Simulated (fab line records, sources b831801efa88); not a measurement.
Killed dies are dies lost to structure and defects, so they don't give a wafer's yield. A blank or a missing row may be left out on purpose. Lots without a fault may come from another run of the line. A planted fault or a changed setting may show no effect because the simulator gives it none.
Which tool did it? | flow sky130 | 13 lots, 39 wafers sampled, at 4 steps of a route of 708

WHAT THE GAUGES READ, wafer by wafer
SKY_NWELL_TW_MEAS_26.
lot  | measured     | on            | NWELL_2_TW
L726 | day 5 09:34  | film_metro-01 | 485 486 484
L727 | day 5 15:35  | film_metro-02 | 487 487 487
L728 | day 5 22:45  | film_metro-04 | 503 504 504
L729 | day 6 07:09  | film_metro-02 | 482 481 484
L731 | day 6 14:14  | film_metro-01 | 485 486 486
L730 | day 6 14:56  | film_metro-04 | 507 505 508
L735 | day 7 21:07  | film_metro-04 | 505 507 508
L737 | day 8 08:28  | film_metro-02 | 484 486 483
L738 | day 8 10:40  | film_metro-04 | 31 30 30
L741 | day 9 05:11  | film_metro-02 | 483 481 482
L747 | day 10 17:40 | film_metro-01 | 488 490 490
L748 | day 10 20:25 | film_metro-01 | 488 488 490
L749 | day 11 01:49 | film_metro-04 | 507 505 503

SKY_VT_ADJUST_HVTR_OVL_MEAS_08.
lot  | measured     | on         | VT_ADJUST_HVTR_OVL (nm)
L726 | day 9 13:49  | overlay-01 | 0.2 0.9 3.1
L727 | day 9 20:19  | overlay-01 | 0.7 2.5 1.8
L728 | day 10 05:16 | overlay-02 | -0.5 -0.8 0.5
L729 | day 10 15:37 | overlay-02 | 3.4 1.9 3.1
L731 | day 10 23:40 | overlay-01 | -0.7 -0.4 -1.2
L730 | day 10 23:50 | overlay-02 | 3.7 2.5 3.2
L735 | day 12 10:48 | overlay-02 | 1.6 2.9 0.7
L737 | day 13 03:30 | overlay-02 | 1.0 0.6 1.2
L738 | day 13 05:42 | overlay-01 | 3.5 2.9 2.2
L741 | day 14 04:22 | overlay-01 | 2.3 0.0 3.4
L747 | day 16 02:27 | overlay-02 | 1.0 0.2 -0.7
L748 | day 16 04:19 | overlay-02 | 1.4 0.8 1.4
L749 | day 16 10:38 | overlay-01 | 1.8 2.4 2.9

WHICH TOOL RAN EACH LOT (tool, then ch and the chambers of the sampled wafers, then the start)
lot  | SKY_NWELL_STRIP_14                   | SKY_NWELL_STRIP_25
L726 | plasma_asher-01 ch 0,1, day 4 15:46  | plasma_asher-02 ch 0,1, day 5 09:28
L727 | plasma_asher-02 ch 0,1, day 4 20:59  | plasma_asher-03 ch 0,1, day 5 15:28
L728 | plasma_asher-01 ch 1, day 5 04:13    | plasma_asher-01 ch 0,1, day 5 22:38
L729 | plasma_asher-01 ch 1, day 5 11:49    | plasma_asher-03 ch 0,1, day 6 07:02
L731 | plasma_asher-02 ch 0,1, day 5 19:05  | plasma_asher-03 ch 0,1, day 6 14:07
L730 | plasma_asher-01 ch 0,1, day 5 19:26  | plasma_asher-01 ch 0,1, day 6 14:49
L735 | plasma_asher-02 ch 0,1, day 7 00:34  | plasma_asher-02 ch 0,1, day 7 21:01
L737 | plasma_asher-01 ch 0,1, day 7 11:14  | plasma_asher-01 ch 0,1, day 8 08:22
L738 | plasma_asher-02 ch 0,1, day 7 13:31  | plasma_asher-02 ch 0,1, day 8 10:34
L741 | plasma_asher-03 ch 0,1, day 8 08:32  | plasma_asher-02 ch 0,1, day 9 05:04
L747 | plasma_asher-02 ch 1, day 9 19:25    | plasma_asher-03 ch 0,1, day 10 17:34
L748 | plasma_asher-03 ch 0,1, day 9 22:46  | plasma_asher-01 ch 0,1, day 10 20:19
L749 | plasma_asher-03 ch 0,1, day 10 02:31 | plasma_asher-02 ch 0,1, day 11 01:43
- SKY_NWELL_STRIP_14: strips in O2/N2.
- SKY_NWELL_STRIP_25: strips in O2/N2.

WHAT THE TOOLS THEMSELVES READ (means of the sampled wafers that have a number; where no wafer has one, the mark that the record gives instead)
SKY_NWELL_STRIP_14.
lot  | tool            | chamber_pressure_mTorr (mTorr) | drypump_motor_current_A (A) | oes_product_au (a.u.) | strip_time_to_endpoint_s (s)
L726 | plasma_asher-01 | 1500.5                         | 5.7                         | 0.724                 | 37.05
L727 | plasma_asher-02 | 1499.1                         | 5.7                         | 0.720                 | 37.02
L728 | plasma_asher-01 | 1499.8                         | 5.4                         | 0.720                 | 37.09
L729 | plasma_asher-01 | 1499.9                         | 5.4                         | 0.721                 | 36.81
L731 | plasma_asher-02 | 1498.6                         | 5.7                         | 0.722                 | 36.93
L730 | plasma_asher-01 | 1499.7                         | 6.0                         | 0.720                 | 36.92
L735 | plasma_asher-02 | 1500.7                         | 5.7                         | 0.715                 | 36.91
L737 | plasma_asher-01 | 1499.4                         | 5.7                         | 0.721                 | 36.70
L738 | plasma_asher-02 | 1499.5                         | 5.7                         | 0.897                 | -
L741 | plasma_asher-03 | 1500.2                         | 5.3                         | 0.726                 | 36.82
L747 | plasma_asher-02 | 1501.1                         | 5.8                         | 0.718                 | 36.79
L748 | plasma_asher-03 | 1500.5                         | 5.4                         | 0.723                 | 37.05
L749 | plasma_asher-03 | 1499.6                         | 5.7                         | 0.724                 | 36.90

SKY_NWELL_STRIP_25.
lot  | tool            | chamber_pressure_mTorr (mTorr) | drypump_motor_current_A (A) | oes_product_au (a.u.) | strip_time_to_endpoint_s (s)
L726 | plasma_asher-02 | 1500.3                         | 5.7                         | 0.728                 | 36.89
L727 | plasma_asher-03 | 1499.2                         | 5.4                         | 0.725                 | 36.91
L728 | plasma_asher-01 | 1499.9                         | 6.0                         | 0.718                 | 36.77
L729 | plasma_asher-03 | 1500.1                         | 5.4                         | 0.722                 | 37.07
L731 | plasma_asher-03 | 1500.0                         | 5.4                         | 0.725                 | 36.82
L730 | plasma_asher-01 | 1500.1                         | 6.0                         | 0.719                 | 36.86
L735 | plasma_asher-02 | 1497.7                         | 5.7                         | 0.723                 | 37.01
L737 | plasma_asher-01 | 1499.8                         | 5.7                         | 0.723                 | 36.59
L738 | plasma_asher-02 | 1500.1                         | 5.7                         | 0.730                 | 69.13
L741 | plasma_asher-02 | 1499.6                         | 5.7                         | 0.725                 | 36.69
L747 | plasma_asher-03 | 1499.5                         | 5.7                         | 0.723                 | 36.95
L748 | plasma_asher-01 | 1501.0                         | 6.0                         | 0.722                 | 37.01
L749 | plasma_asher-02 | 1500.6                         | 5.7                         | 0.721                 | 36.86

THE ANSWER, worked out from the rows above alone
Rule: what is usual is taken from the lots themselves. Put in order of their means at a reading, lots are off if they are a third of the lots or fewer, leave a main group of 4 or more, and stand apart from it by a gap of 3 or more times the standard deviation of the main group's means; of several such gaps the widest counts. A main group whose means are all the same, to the digits that the tables above print for the reading, isn't used. A lot without any number at a reading at which 4 lots or more have one is off too. The other lots that the step has rows for count as sound. The gauges are gone through in route order, then the tools' own readings, and for those a lot's mean is taken as printed above. The first step at which some lot is off is used, and at that step the reading that is off furthest; a lot without a number counts as furthest.
Off: L738, at SKY_NWELL_TW_MEAS_26 (NWELL_2_TW). The main group: mean 492, standard deviation 9.7.
A tool fits if, at a process step before that reading, it ran every lot that is off, and no sound lot after the first of them. The gauges at SKY_NWELL_TW_MEAS_26 aren't tried: what is off there is off at SKY_NWELL_STRIP_14 too, on other tools, and a gauge's error can't cause that. None of those tried fits.

WHAT THE SIMULATOR HAD PUT IN
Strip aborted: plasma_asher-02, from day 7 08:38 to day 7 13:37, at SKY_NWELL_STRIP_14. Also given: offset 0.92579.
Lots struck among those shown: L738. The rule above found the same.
